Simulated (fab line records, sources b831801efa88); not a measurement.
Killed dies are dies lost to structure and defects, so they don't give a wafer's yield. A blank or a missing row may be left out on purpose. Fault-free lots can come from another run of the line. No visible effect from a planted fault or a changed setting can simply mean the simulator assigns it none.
Which tool was responsible? || flow sky130 || 11 lots with 33 wafers sampled at 6 steps, on a route of 708 steps

WHAT EACH GAUGE READ, for each wafer
SKY_NWELL_TW_MEAS_15.
{"lot": "L843", "measured": "day 4 17:17", "on": "film_metro-03", "NWELL_TW": "1824 1834 1829"}
{"lot": "L844", "measured": "day 4 23:48", "on": "film_metro-03", "NWELL_TW": "1831 1835 1824"}
{"lot": "L845", "measured": "day 5 01:04", "on": "film_metro-01", "NWELL_TW": "1820 1822 1825"}
{"lot": "L846", "measured": "day 5 07:41", "on": "film_metro-03", "NWELL_TW": "1824 1822 1830"}
{"lot": "L847", "measured": "day 5 14:55", "on": "film_metro-03", "NWELL_TW": "1825 1831 1825"}
{"lot": "L849", "measured": "day 6 05:21", "on": "film_metro-02", "NWELL_TW": "1818 1818 1819"}
{"lot": "L850", "measured": "day 6 07:52", "on": "film_metro-01", "NWELL_TW": "1827 1822 1815"}
{"lot": "L858", "measured": "day 8 06:51", "on": "film_metro-02", "NWELL_TW": "1985 1993 1988"}
{"lot": "L860", "measured": "day 8 20:29", "on": "film_metro-01", "NWELL_TW": "1983 1993 1979"}
{"lot": "L863", "measured": "day 9 08:52", "on": "film_metro-03", "NWELL_TW": "1817 1828 1814"}
{"lot": "L865", "measured": "day 9 23:10", "on": "film_metro-03", "NWELL_TW": "1818 1812 1816"}

SKY_NWELL_RS_MEAS_29: uses a four-point probe to measure.
{"lot": "L843", "measured": "day 5 10:56", "on": "film_metro-03", "NWELL_RS (ohm/sq)": "624.3 626.3 623.5"}
{"lot": "L844", "measured": "day 5 18:04", "on": "film_metro-03", "NWELL_RS (ohm/sq)": "625.2 623.7 625.1"}
{"lot": "L845", "measured": "day 6 08:24", "on": "film_metro-03", "NWELL_RS (ohm/sq)": "626.5 625.8 625.4"}
{"lot": "L846", "measured": "day 6 08:38", "on": "film_metro-01", "NWELL_RS (ohm/sq)": "625.1 622.9 626.8"}
{"lot": "L847", "measured": "day 6 08:45", "on": "film_metro-02", "NWELL_RS (ohm/sq)": "625.9 623.5 625.9"}
{"lot": "L849", "measured": "day 7 01:08", "on": "film_metro-03", "NWELL_RS (ohm/sq)": "623.2 624.9 623.8"}
{"lot": "L850", "measured": "day 7 03:02", "on": "film_metro-02", "NWELL_RS (ohm/sq)": "624.5 622.1 624.1"}
{"lot": "L858", "measured": "day 9 05:05", "on": "film_metro-02", "NWELL_RS (ohm/sq)": "535.0 536.6 536.0"}
{"lot": "L860", "measured": "day 9 18:08", "on": "film_metro-01", "NWELL_RS (ohm/sq)": "537.1 536.8 537.1"}
{"lot": "L863", "measured": "day 10 07:35", "on": "film_metro-02", "NWELL_RS (ohm/sq)": "625.5 626.0 627.4"}
{"lot": "L865", "measured": "day 10 22:04", "on": "film_metro-02", "NWELL_RS (ohm/sq)": "625.0 627.1 624.6"}

SKY_NWELL_RS_MEAS_31: uses a four-point probe to measure.
{"lot": "L843", "measured": "day 5 11:10", "on": "film_metro-03", "PWDE_RS (ohm/sq)": "5286 5282 5287"}
{"lot": "L844", "measured": "day 5 18:19", "on": "film_metro-03", "PWDE_RS (ohm/sq)": "5257 5284 5302"}
{"lot": "L845", "measured": "day 6 08:38", "on": "film_metro-03", "PWDE_RS (ohm/sq)": "5261 5277 5265"}
{"lot": "L846", "measured": "day 6 08:53", "on": "film_metro-01", "PWDE_RS (ohm/sq)": "5259 5268 5285"}
{"lot": "L847", "measured": "day 6 08:59", "on": "film_metro-02", "PWDE_RS (ohm/sq)": "5271 5254 5251"}
{"lot": "L849", "measured": "day 7 01:23", "on": "film_metro-03", "PWDE_RS (ohm/sq)": "5265 5255 5243"}
{"lot": "L850", "measured": "day 7 03:16", "on": "film_metro-02", "PWDE_RS (ohm/sq)": "5271 5272 5255"}
{"lot": "L858", "measured": "day 9 05:20", "on": "film_metro-02", "PWDE_RS (ohm/sq)": "5278 5266 5284"}
{"lot": "L860", "measured": "day 9 18:22", "on": "film_metro-01", "PWDE_RS (ohm/sq)": "5278 5288 5289"}
{"lot": "L863", "measured": "day 10 07:49", "on": "film_metro-02", "PWDE_RS (ohm/sq)": "5277 5282 5284"}
{"lot": "L865", "measured": "day 10 22:18", "on": "film_metro-02", "PWDE_RS (ohm/sq)": "5234 5257 5251"}

WHICH TOOL RAN EACH LOT (tool, then ch and the chambers of the sampled wafers, then the start)
{"lot": "L843", "SKY_FIELD_ISO_ETCH_15": "rie_diel-03 ch 0,1,3, day 2 08:58", "SKY_NWELL_IMPLANT_11": "implanter-03 ch 0, day 4 16:44", "SKY_NWELL_STRIP_25": "plasma_asher-02 ch 0,1, day 5 10:37"}
{"lot": "L844", "SKY_FIELD_ISO_ETCH_15": "rie_diel-01 ch 0,1, day 2 13:26", "SKY_NWELL_IMPLANT_11": "implanter-03 ch 0, day 4 23:15", "SKY_NWELL_STRIP_25": "plasma_asher-01 ch 1, day 5 17:46"}
{"lot": "L845", "SKY_FIELD_ISO_ETCH_15": "rie_diel-03 ch 1,2,3, day 2 14:29", "SKY_NWELL_IMPLANT_11": "implanter-03 ch 0, day 5 00:31", "SKY_NWELL_STRIP_25": "plasma_asher-01 ch 0,1, day 6 08:05"}
{"lot": "L846", "SKY_FIELD_ISO_ETCH_15": "rie_diel-04 ch 2,3, day 2 22:40", "SKY_NWELL_IMPLANT_11": "implanter-01 ch 0, day 5 07:10", "SKY_NWELL_STRIP_25": "plasma_asher-02 ch 0,1, day 6 08:19"}
{"lot": "L847", "SKY_FIELD_ISO_ETCH_15": "rie_diel-03 ch 1,2, day 3 04:39", "SKY_NWELL_IMPLANT_11": "implanter-01 ch 0, day 5 14:22", "SKY_NWELL_STRIP_25": "plasma_asher-04 ch 0,1, day 6 08:26"}
{"lot": "L849", "SKY_FIELD_ISO_ETCH_15": "rie_diel-01 ch 0,2, day 3 12:40", "SKY_NWELL_IMPLANT_11": "implanter-02 ch 0, day 6 04:48", "SKY_NWELL_STRIP_25": "plasma_asher-01 ch 0,1, day 7 00:49"}
{"lot": "L850", "SKY_FIELD_ISO_ETCH_15": "rie_diel-01 ch 0,1,2, day 3 17:43", "SKY_NWELL_IMPLANT_11": "implanter-03 ch 0, day 6 07:20", "SKY_NWELL_STRIP_25": "plasma_asher-04 ch 0,1, day 7 02:41"}
{"lot": "L858", "SKY_FIELD_ISO_ETCH_15": "rie_diel-04 ch 0,1,2, day 5 12:28", "SKY_NWELL_IMPLANT_11": "implanter-03 ch 0, day 8 06:18", "SKY_NWELL_STRIP_25": "plasma_asher-02 ch 0,1, day 9 04:46"}
{"lot": "L860", "SKY_FIELD_ISO_ETCH_15": "rie_diel-01 ch 2,3, day 5 21:21", "SKY_NWELL_IMPLANT_11": "implanter-03 ch 0, day 8 16:19", "SKY_NWELL_STRIP_25": "plasma_asher-02 ch 0,1, day 9 17:48"}
{"lot": "L863", "SKY_FIELD_ISO_ETCH_15": "rie_diel-03 ch 0,1, day 6 11:23", "SKY_NWELL_IMPLANT_11": "implanter-02 ch 0, day 9 08:19", "SKY_NWELL_STRIP_25": "plasma_asher-01 ch 0,1, day 10 07:16"}
{"lot": "L865", "SKY_FIELD_ISO_ETCH_15": "rie_diel-04 ch 0,2, day 6 23:14", "SKY_NWELL_IMPLANT_11": "implanter-01 ch 0, day 9 22:37", "SKY_NWELL_STRIP_25": "plasma_asher-04 ch 0, day 10 21:43"}
- SKY_FIELD_ISO_ETCH_15: etches the open film in CHF3/O2, stops on Si, target depth 180 nm, time 72 s.
- SKY_NWELL_IMPLANT_11
- SKY_NWELL_STRIP_25: strips in O2/N2.

AS READ BY THE TOOLS THEMSELVES (means over the sampled wafers that have a number; for cases with no such wafer, the mark the record gives instead)
SKY_FIELD_ISO_ETCH_15.
{"lot": "L843", "tool": "rie_diel-03", "bias_w (W)": 199.4, "drypump_motor_current_A (A)": 5.9, "oes_product_au (a.u.)": 0.943, "throttle_valve_pct (%)": 8.836}
{"lot": "L844", "tool": "rie_diel-01", "bias_w (W)": 199.8, "drypump_motor_current_A (A)": 5.5, "oes_product_au (a.u.)": 0.951, "throttle_valve_pct (%)": 8.849}
{"lot": "L845", "tool": "rie_diel-03", "bias_w (W)": 200.1, "drypump_motor_current_A (A)": 5.6, "oes_product_au (a.u.)": 0.952, "throttle_valve_pct (%)": 8.846}
{"lot": "L846", "tool": "rie_diel-04", "bias_w (W)": 200.0, "drypump_motor_current_A (A)": 5.4, "oes_product_au (a.u.)": 0.934, "throttle_valve_pct (%)": 8.838}
{"lot": "L847", "tool": "rie_diel-03", "bias_w (W)": 200.4, "drypump_motor_current_A (A)": 5.3, "oes_product_au (a.u.)": 0.949, "throttle_valve_pct (%)": 8.855}
{"lot": "L849", "tool": "rie_diel-01", "bias_w (W)": 199.3, "drypump_motor_current_A (A)": 5.5, "oes_product_au (a.u.)": 0.945, "throttle_valve_pct (%)": 8.845}
{"lot": "L850", "tool": "rie_diel-01", "bias_w (W)": 199.6, "drypump_motor_current_A (A)": 5.6, "oes_product_au (a.u.)": 0.946, "throttle_valve_pct (%)": 8.852}
{"lot": "L858", "tool": "rie_diel-04", "bias_w (W)": 199.6, "drypump_motor_current_A (A)": 5.7, "oes_product_au (a.u.)": 0.942, "throttle_valve_pct (%)": 8.841}
{"lot": "L860", "tool": "rie_diel-01", "bias_w (W)": 199.9, "drypump_motor_current_A (A)": 5.9, "oes_product_au (a.u.)": 0.948, "throttle_valve_pct (%)": 8.846}
{"lot": "L863", "tool": "rie_diel-03", "bias_w (W)": 199.9, "drypump_motor_current_A (A)": 5.6, "oes_product_au (a.u.)": 0.940, "throttle_valve_pct (%)": 8.838}
{"lot": "L865", "tool": "rie_diel-04", "bias_w (W)": 200.0, "drypump_motor_current_A (A)": 5.4, "oes_product_au (a.u.)": 0.940, "throttle_valve_pct (%)": 8.831}

SKY_NWELL_IMPLANT_11.
{"lot": "L843", "tool": "implanter-03", "dose_ions_cm2": 1.8991e+13, "faraday_current_uA": 108.6}
{"lot": "L844", "tool": "implanter-03", "dose_ions_cm2": 1.8975e+13, "faraday_current_uA": 108.5}
{"lot": "L845", "tool": "implanter-03", "dose_ions_cm2": 1.8979e+13, "faraday_current_uA": 106.0}
{"lot": "L846", "tool": "implanter-01", "dose_ions_cm2": 1.8979e+13, "faraday_current_uA": 108.1}
{"lot": "L847", "tool": "implanter-01", "dose_ions_cm2": 1.9009e+13, "faraday_current_uA": 110.3}
{"lot": "L849", "tool": "implanter-02", "dose_ions_cm2": 1.9013e+13, "faraday_current_uA": 105.6}
{"lot": "L850", "tool": "implanter-03", "dose_ions_cm2": 1.8995e+13, "faraday_current_uA": 106.9}
{"lot": "L858", "tool": "implanter-03", "dose_ions_cm2": 2.5185e+13, "faraday_current_uA": 136.7}
{"lot": "L860", "tool": "implanter-03", "dose_ions_cm2": 2.5185e+13, "faraday_current_uA": 137.2}
{"lot": "L863", "tool": "implanter-02", "dose_ions_cm2": 1.9017e+13, "faraday_current_uA": 105.3}
{"lot": "L865", "tool": "implanter-01", "dose_ions_cm2": 1.8991e+13, "faraday_current_uA": 109.7}

SKY_NWELL_STRIP_25.
{"lot": "L843", "tool": "plasma_asher-02", "drypump_motor_current_A (A)": 5.6, "oes_product_au (a.u.)": 0.725, "strip_time_to_endpoint_s (s)": 36.88}
{"lot": "L844", "tool": "plasma_asher-01", "drypump_motor_current_A (A)": 6.4, "oes_product_au (a.u.)": 0.723, "strip_time_to_endpoint_s (s)": 37.07}
{"lot": "L845", "tool": "plasma_asher-01", "drypump_motor_current_A (A)": 6.5, "oes_product_au (a.u.)": 0.725, "strip_time_to_endpoint_s (s)": 36.81}
{"lot": "L846", "tool": "plasma_asher-02", "drypump_motor_current_A (A)": 5.8, "oes_product_au (a.u.)": 0.720, "strip_time_to_endpoint_s (s)": 36.81}
{"lot": "L847", "tool": "plasma_asher-04", "drypump_motor_current_A (A)": 6.2, "oes_product_au (a.u.)": 0.720, "strip_time_to_endpoint_s (s)": 36.83}
{"lot": "L849", "tool": "plasma_asher-01", "drypump_motor_current_A (A)": 6.5, "oes_product_au (a.u.)": 0.723, "strip_time_to_endpoint_s (s)": 36.86}
{"lot": "L850", "tool": "plasma_asher-04", "drypump_motor_current_A (A)": 6.0, "oes_product_au (a.u.)": 0.724, "strip_time_to_endpoint_s (s)": 37.09}
{"lot": "L858", "tool": "plasma_asher-02", "drypump_motor_current_A (A)": 5.8, "oes_product_au (a.u.)": 0.723, "strip_time_to_endpoint_s (s)": 36.87}
{"lot": "L860", "tool": "plasma_asher-02", "drypump_motor_current_A (A)": 5.6, "oes_product_au (a.u.)": 0.716, "strip_time_to_endpoint_s (s)": 36.88}
{"lot": "L863", "tool": "plasma_asher-01", "drypump_motor_current_A (A)": 6.5, "oes_product_au (a.u.)": 0.724, "strip_time_to_endpoint_s (s)": 36.83}
{"lot": "L865", "tool": "plasma_asher-04", "drypump_motor_current_A (A)": 6.4, "oes_product_au (a.u.)": 0.724, "strip_time_to_endpoint_s (s)": 36.88}

THE ANSWER, worked out from the rows above alone
Rule: usual is defined by the lots themselves. Put in order of their means at a reading, lots are off if they are a third of the lots or fewer, leave a main group of 4 or more, and stand apart from it by a gap of 3 or more times the standard deviation of the main group's means; of several such gaps the widest counts. A main group is skipped when, at the precision printed for the reading in the tables above, its means are all equal. Also off: a lot with no number at a reading for which 4 or more lots have one. The other lots that the step has rows for count as sound. The gauges are gone through in route order, then the tools' own readings, and for those a lot's mean is taken as printed above. At the first step where some lot is off, the reading lying furthest off is the one used; lots without a number count as furthest.
Off: at SKY_NWELL_TW_MEAS_15 (NWELL_TW), L858, L860. For the main group the mean is 1823 and the standard deviation 4.7.
If a tool, at a process step before that reading, ran all the lots that are off and no sound lot after the first of them, it fits. Not tried: the gauges at SKY_NWELL_TW_MEAS_15; whatever is off there is also off at SKY_NWELL_IMPLANT_11, on other tools, and gauge error can't account for it. One candidate fits, namely implanter-03 at SKY_NWELL_IMPLANT_11. A fault onset in the window from L850 (day 6 07:20, its last sound lot) to L858 (day 8 06:18, its first lot off) fits.
The tool's own readings at SKY_NWELL_IMPLANT_11 bear it out: on the lots that are off they differ by more than 5 times the standard deviation of the sound lots' means. dose_ions_cm2 reads 2.5185e+13 there against 1.8994e+13 on the sound lots; faraday_current_uA reads 136.9 there against 107.7 on the sound lots.

WHAT THE SIMULATOR HAD INSERTED
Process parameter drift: implanter-03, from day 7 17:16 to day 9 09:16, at SKY_NWELL_IMPLANT_11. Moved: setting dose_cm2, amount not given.
Shown lots that were struck: L858, L860. The rule above reached the same finding.
